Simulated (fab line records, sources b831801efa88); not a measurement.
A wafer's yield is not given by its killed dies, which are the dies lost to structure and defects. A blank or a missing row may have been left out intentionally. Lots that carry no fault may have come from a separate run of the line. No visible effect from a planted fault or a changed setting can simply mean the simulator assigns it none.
Matching of chambers | flow sky130 | 4 sister chambers for SKY_SONOS_ONO_ETCH_15 on rie-diel-02
The step etches the open film in CHF3/O2, target depth 19.52 nm, time 7.8 s. 4 wafers are shown with their chamber, then 8 later ones without.

WAFERS PAIRED WITH THEIR CHAMBERS
wafer  | chamber | drypump-motor-current-A (A)
L233.2 | 2       | 6.3
L239.2 | 0       | 5.8
L239.3 | 1       | 6.5
L241.1 | 3       | 5.2

WAFERS MISSING THEIR CHAMBER
wafer  | drypump-motor-current-A (A)
L241.3 | 6.2
L241.6 | 6.5
L247.2 | 6.3
L247.4 | 6.2
L247.5 | 5.8
L248.3 | 5.8
L248.4 | 5.8
L248.5 | 6.2

THE CHAMBER EACH PASSED THROUGH
wafer  | from the rows above | in truth
L241.3 | 2                   | 2
L241.6 | 1                   | 1
L247.2 | 2                   | 2
L247.4 | 2                   | 2
L247.5 | 0                   | 0
L248.3 | 0                   | 0
L248.4 | 0                   | 0
L248.5 | 2                   | 2
Correctly placed: 8 of 8. Can't be placed from these rows: 0. Wrongly placed: 0.
How it was worked out, from the rows above alone: a wafer's distance from a chamber is the root of the sum, over the readings, of the square of ((its reading less the chamber's mean) divided by the reading's scatter). If the next closest chamber is less than 2 further off than the closest, the wafer can't be placed; otherwise it belongs to the closest. Each chamber's mean is taken over the wafers shown for it. The scatter (one wafer shown for each chamber): square how far every hidden wafer sits from the nearest shown wafer, average those squares and take the square root.
